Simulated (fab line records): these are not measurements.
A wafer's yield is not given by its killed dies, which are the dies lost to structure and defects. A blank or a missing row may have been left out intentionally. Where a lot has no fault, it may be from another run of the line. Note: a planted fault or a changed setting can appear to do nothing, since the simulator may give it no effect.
fab line records    flow sky130    part 2 of 2: steps 43 to 43 of 43
record lots=6  wafers=18  last-day=50
route steps=708 shown VIA2@525 METAL3@532 CAPM@537 PAD_OPEN@708
lots that met no fault: taken from a fault-free run of the same line
start-h: start of the lot's first displayed wafer, in hours after the record's first day    wait-h: hours elapsed since this lot's preceding step    " repeats the value in the row above    L1.1+2: a row that stands for several wafers    - no value present, or no start provided    * or withheld: withheld    < > ~ a bound
route shown NAME@n: names a module that has steps shown in the file, with the first one's number in the route    usual: mean/standard deviation of fault-free wafers    same: alike in all rows    chamber/n: place in a boat    sites: the reading at each site    _std_site: standard deviation across them    _edge_site: the outer-site mean with the inner-site mean subtracted    radius-mm: for every site, how far away it sits from the centre of the wafer    mask NAME#n: copy n    behind: the most recent tool/chamber to have shaped the wafer    hold: the reason the lot was held/the length of the hold in hours/how it ended    device: whichever transistor did not switch (one of n, p or np)    end of line: the tests these same wafers got at the end of their route    a step without rows: its recipe alone    killed: not the wafer's yield, but the dies lost to structure and defects at the first sort    map: dies across one wafer; x = killed, . = not, _ = none there
set.NAME: setting as actually run; set.NAME@STEP: the setting as run at that earlier step    model.NAME: the simulator's own value behind a step, which no gauge read
lots seen at some steps along the route; tables by step, rows by wafer
services: when a tool's chamber went out of use (start-h, in hours from the record's first day, below 0 if earlier), for how many hours, and the reason
## steps
# step SKY_PAD_OPEN_PROBE_99
# usual defect-limited-yield=82.5/1.9  killed_at_M0_to_M3=44/7.2  killed_at_M4_up=3.0/1.8  killed-at-contacts=24/5.4  killed-at-front-end=14/4.4  killed-at-other=0.4/0.64  killed-dies=86/9.4  killed-open=47/7.7  killed-short=39/5.8  sort_bin_3_pad_short=0.9/0.38  sort_bin_5_function=10.3/1.4  sort_bin_6_memory=6.4/1.2  sort-n-pass=406/9.4  sort-yield-pct=82.5/1.9
# same gross-dies=492  killed-at-back-side=0  sort_bin_4_leakage[%]=0  sort_bin_8_speed[%]=0
lot.wafer  tool       chamber  start-h  wait-h  defect-limited-yield[%]  killed_at_M0_to_M3  killed_at_M4_up  killed-at-contacts  killed-at-front-end  killed-at-other  killed-dies  killed-open  killed-short  sort_bin_3_pad_short[%]  sort_bin_5_function[%]  sort_bin_6_memory[%]  sort-n-pass  sort-yield-pct[%]  model.etest.tester.sort-n-pass  model.etest.tester.sort-yield-pct  model.etest.tester.sort_bin_5_pct  model.etest.tester.sort_bin_3_pct
L332.1     prober-01  -        1069.88  0.1     82.5                     35                  1                37                  12                   1                86           50           36            1.0                      11.0                    5.5                   406          82.5               406                             82.52                              10.98                              1.016
L332.2     prober-01  -        1069.93  0.1     82.9                     42                  2                23                  15                   2                84           42           42            0.4                      10.0                    6.7                   408          82.9               408                             82.93                              9.959                              0.4065
L332.6     prober-01  -        1070.13  0.2     81.5                     39                  3                25                  23                   1                91           49           42            0.4                      12.6                    5.5                   401          81.5               401                             81.5                               12.6                               0.4065
L338.2     prober-02  -        1127.78  0.1     83.1                     35                  3                30                  14                   1                83           53           29            0.4                      12.0                    4.5                   409          83.1               409                             83.13                              11.99                              0.4065
L338.5     prober-02  -        1127.93  0.2     81.3                     50                  2                25                  15                   0                92           53           39            0.6                      8.5                     9.6                   400          81.3               400                             81.3                               8.537                              0.6098
L338.6     prober-02  -        1127.98  0.2     81.3                     50                  4                28                  9                    1                92           51           40            0.4                      11.2                    7.1                   400          81.3               400                             81.3                               11.18                              0.4065
L343.3     prober-01  -        1142.33  0.2     82.3                     36                  10               24                  17                   0                87           56           31            0.2                      12.6                    4.9                   405          82.3               405                             82.32                              12.6                               0.2033
L343.4     prober-01  -        1142.38  0.2     81.9                     42                  1                32                  14                   0                89           51           38            1.2                      10.2                    6.7                   403          81.9               403                             81.91                              10.16                              1.22
L343.5     prober-01  -        1142.43  0.2     82.9                     45                  4                21                  14                   0                84           40           44            1.0                      10.6                    5.5                   408          82.9               408                             82.93                              10.57                              1.016
L347.2     prober-02  -        1187.42  0.1     72.2                     55                  6                21                  8                    47               137          50           40            3.0                      18.1                    6.7                   355          72.2               355                             72.15                              18.09                              3.049
L347.3     prober-02  -        1187.47  0.2     72.4                     43                  5                25                  9                    54               136          47           35            2.8                      18.3                    6.5                   356          72.4               356                             72.36                              18.29                              2.846
L347.4     prober-02  -        1187.52  0.2     70.7                     41                  6                32                  14                   51               144          53           40            2.6                      19.9                    6.7                   348          70.7               348                             70.73                              19.92                              2.642
L351.2     prober-01  -        1192.47  0.1     74.2                     43                  1                16                  18                   49               127          34           44            2.4                      16.3                    7.1                   365          74.2               365                             74.19                              16.26                              2.439
L351.3     prober-01  -        1192.52  0.2     77.4                     43                  1                10                  14                   43               111          35           33            2.8                      13.6                    6.1                   381          77.4               381                             77.44                              13.62                              2.846
L351.6     prober-01  -        1192.67  0.2     69.5                     55                  4                26                  12                   53               150          59           39            2.2                      21.1                    7.1                   342          69.5               342                             69.51                              21.14                              2.236
L354.4     prober-01  -        1210.94  0.2     81.1                     54                  2                29                  8                    0                93           54           39            1.2                      12.4                    5.3                   399          81.1               399                             81.1                               12.4                               1.22
L354.5     prober-01  -        1210.99  0.2     83.3                     38                  0                26                  18                   0                82           46           36            0.6                      11.2                    4.9                   410          83.3               410                             83.33                              11.18                              0.6098
L354.6     prober-01  -        1211.04  0.2     81.1                     47                  3                28                  14                   1                93           44           49            1.2                      11.8                    5.9                   399          81.1               399                             81.1                               11.79                              1.22
# killed by level:class
L332.1 LI_CONTACT:geometric-particle:open=12 CONTACT:geometric-particle:open=11 VIA1:geometric-particle:open=9 LI_CONTACT:geometric-particle:short=5 VIA2:geometric-particle:open=5 VIA3:geometric-particle:short=5 FIELD_ISO:geometric-particle:short=4 CONTACT:geometric-particle:short=4
L332.2 LI_CONTACT:geometric-particle:open=10 VIA1:geometric-particle:open=8 METAL2:geometric-particle:short=8 VIA3:geometric-particle:open=8 CONTACT:geometric-particle:open=5 VIA1:geometric-particle:short=4 LOCAL_INTERCONNECT:geometric-particle:short=4 CONTACT:geometric-particle:short=4
L332.6 CONTACT:geometric-particle:open=10 VIA3:geometric-particle:open=9 VIA1:geometric-particle:open=7 METAL2:geometric-particle:short=7 FIELD_ISO:geometric-particle:open=6 LI_CONTACT:geometric-particle:open=6 CONTACT:geometric-particle:short=6 METAL1:geometric-particle:short=5
L338.2 CONTACT:geometric-particle:open=14 VIA1:geometric-particle:open=12 LI_CONTACT:geometric-particle:open=9 POLY_GATE:geometric-particle:short=6 VIA2:geometric-particle:open=5 CONTACT:geometric-particle:short=4 FIELD_ISO:geometric-particle:open=3 METAL1:geometric-particle:short=3
L338.5 VIA1:geometric-particle:open=14 VIA2:geometric-particle:open=12 CONTACT:geometric-particle:open=11 CONTACT:geometric-particle:short=7 VIA2:geometric-particle:short=5 VIA3:geometric-particle:open=5 POLY_GATE:geometric-particle:short=4 LOCAL_INTERCONNECT:geometric-particle:short=4
L338.6 CONTACT:geometric-particle:open=12 VIA1:geometric-particle:open=12 VIA2:geometric-particle:open=10 METAL1:geometric-particle:short=9 LI_CONTACT:geometric-particle:open=6 VIA1:geometric-particle:short=6 METAL2:geometric-particle:short=5 LI_CONTACT:geometric-particle:short=4
L343.3 CONTACT:geometric-particle:open=15 VIA3:geometric-particle:open=9 FIELD_ISO:geometric-particle:open=7 METAL4:geometric-particle:short=7 LI_CONTACT:geometric-particle:open=6 VIA1:geometric-particle:open=6 METAL2:geometric-particle:short=5 POLY_GATE:geometric-particle:open=3
L343.4 CONTACT:geometric-particle:open=12 VIA1:geometric-particle:open=9 FIELD_ISO:geometric-particle:open=7 LI_CONTACT:geometric-particle:open=7 VIA3:geometric-particle:open=6 METAL1:geometric-particle:short=5 FIELD_ISO:geometric-particle:short=4 LI_CONTACT:geometric-particle:short=4
L343.5 CONTACT:geometric-particle:open=12 VIA1:geometric-particle:open=10 METAL1:geometric-particle:short=6 VIA2:geometric-particle:short=6 VIA1:geometric-particle:short=5 VIA2:geometric-particle:open=5 VIA3:geometric-particle:open=5 POLY_CUT:geometric-particle:short=4
L347.2 CAPM:unspecified=47 VIA1:geometric-particle:open=11 LI_CONTACT:geometric-particle:open=10 METAL1:geometric-particle:short=8 CONTACT:geometric-particle:open=8 VIA2:geometric-particle:open=7 METAL4:geometric-particle:short=6 VIA2:geometric-particle:short=6
L347.3 CAPM:unspecified=54 VIA1:geometric-particle:open=12 CONTACT:geometric-particle:open=10 LI_CONTACT:geometric-particle:open=9 VIA1:geometric-particle:short=8 VIA2:geometric-particle:open=5 VIA3:geometric-particle:open=4 LI_CONTACT:geometric-particle:short=3
L347.4 CAPM:unspecified=51 CONTACT:geometric-particle:open=11 LI_CONTACT:geometric-particle:open=10 VIA1:geometric-particle:open=10 VIA2:geometric-particle:open=7 VIA2:geometric-particle:short=6 FIELD_ISO:geometric-particle:short=5 CONTACT:geometric-particle:short=5
L351.2 CAPM:unspecified=49 CONTACT:geometric-particle:open=7 VIA1:geometric-particle:open=7 METAL2:geometric-particle:short=7 VIA2:geometric-particle:open=6 METAL1:geometric-particle:short=6 VIA2:geometric-particle:short=6 FIELD_ISO:geometric-particle:short=5
L351.3 CAPM:unspecified=43 VIA1:geometric-particle:open=10 VIA2:geometric-particle:open=9 VIA3:geometric-particle:short=6 VIA1:geometric-particle:short=4 POLY_GATE:geometric-particle:open=3 POLY_GATE:geometric-particle:short=3 CONTACT:geometric-particle:open=3
L351.6 CAPM:unspecified=52 VIA1:geometric-particle:open=13 LI_CONTACT:geometric-particle:open=9 CONTACT:geometric-particle:open=9 METAL1:geometric-particle:short=8 VIA3:geometric-particle:open=7 METAL1:geometric-particle:open=6 VIA2:geometric-particle:short=6
L354.4 VIA1:geometric-particle:open=11 CONTACT:geometric-particle:open=10 VIA2:geometric-particle:open=9 LI_CONTACT:geometric-particle:open=7 CONTACT:geometric-particle:short=7 METAL2:geometric-particle:short=6 VIA1:geometric-particle:short=6 FIELD_ISO:geometric-particle:short=5
L354.5 CONTACT:geometric-particle:open=10 VIA1:geometric-particle:open=9 CONTACT:geometric-particle:short=7 METAL1:geometric-particle:short=7 VIA3:geometric-particle:open=7 FIELD_ISO:geometric-particle:open=5 LOCAL_INTERCONNECT:geometric-particle:short=5 VIA2:geometric-particle:open=5
L354.6 CONTACT:geometric-particle:open=12 VIA1:geometric-particle:open=8 METAL3:geometric-particle:short=7 METAL1:geometric-particle:short=6 LI_CONTACT:geometric-particle:open=5 METAL2:geometric-particle:short=5 VIA3:geometric-particle:open=5 VIA2:geometric-particle:open=5
# map L347.4 (x killed, . not)
__________xxxxxx.xx._________
________xxxxxxxxxx.x.._______
______.x..xxxxxxx.x....._____
_____....xxxxxxxx..x.x..x____
____xx..x.xxxxxxxx.x.x.x..___
___......xxxxxxxx.x........__
__xx....x.xxxxxxx.........x._
_x....x....x.........x...x...
_............xx.........xxxx.
_...x.........x.........x....
_x...xx..x..........xx.....x.
_.x.x.xx.......xxx..x..xx....
_....x..xx...x...x..xx.x.....
_....x...........x........x..
_......xx...x...x....xx..x.x.
__.x........x...xx.x.x......_
___.......x..........x.x...__
____.......x..............___
_____.........x..........____
______..x.........x.x.x._____
________...x..xx......_______
__________.x.x....x._________
# map L351.6 (x killed, . not)
__________..xxxxx.x._________
________..x.xxxxxxx.x._______
______..xxxxxxxxxx.....x_____
_____x..xxxxxxxxx.......x____
____.x.x.xxxxxxxxx.x.....x___
___x....xxxxxxxxxx..x.x.x..__
__..xx.....x.x.x.x.xx.x....._
_........x..x..x.............
_.......x..........x.........
_....x.x...x.......x...x.....
_....x.x.....xx..x.x...x.x..x
_..xx.....x.x..x.....x....x..
_.xx....x............x.x..x..
_.x.x....x..x.x....xx..x.....
_..xx..xx..................x.
__..x..x.......x..x........._
___x.....xx...x.xx.x.......__
____...x......x..x.x.x...x___
_____x............x..x.xx____
______......x....x...x.._____
________..x.x.......x._______
__________x..x....xx_________
## services
tool            chamber  start-h  hours  kind
pecvd-03        -        830.95   2.8    pm
rie-metal-02    0        854.29   30.0   repair
cmp-01          -        861.58   4.8    pm
cmp-01          -        884.46   1.6    repair
cmp-02          -        895.34   0.5    repair
cmp-01          -        901.76   2.8    repair
cmp-02          -        918.87   4.0    pm
pvd-sputter-04  -        925.17   3.5    repair
rie-metal-01    -        934.53   28.1   pm
pecvd-03        2        949.62   11.2   repair
cmp-02          -        956.10   3.6    pm
rie-metal-04    -        967.80   1.4    repair
pvd-sputter-03  -        969.74   1.6    repair
cmp-02          -        983.60   8.9    pm
pecvd-03        0        990.29   23.7   repair
rie-metal-01    -        993.61   0.2    repair
pecvd-03        -        994.11   6.0    pm
rie-metal-02    -        994.45   1.2    repair
rie-metal-02    1        998.34   22.1   repair
rie-metal-01    -        1003.69  1.4    pm
cmp-02          -        1013.64  2.5    repair
rie-metal-02    0        1015.91  9.0    repair
pecvd-02        -        1021.17  2.2    repair
pvd-sputter-03  -        1025.82  4.5    repair
## key
first-sign step=SKY_PAD_OPEN_PROBE_99  reading=killed-at-other  direction=up  sigmas=49  usual=0.4  struck=49.5
effect step=SKY_PAD_OPEN_PROBE_99  reading=sort_bin_5_function  direction=up  sigmas=5.3  usual=10.3  struck=17.9
model-effect step=SKY_PAD_OPEN_PROBE_99  value=etest.tester.sort-n-pass  without=400  struck=357.8
met-at SKY_CAPM_CVD_00
struck-wafers L347.2,L347.3,L347.4,L351.2,L351.3,L351.6
onset-between 935.80 995.03
fault kind=chamber-particle-source  tool=pecvd-02  chamber=-  onset-h=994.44  steps=SKY_CAPM_CVD_00  rate-per-visit-cm2=0.75372  end-h=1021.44
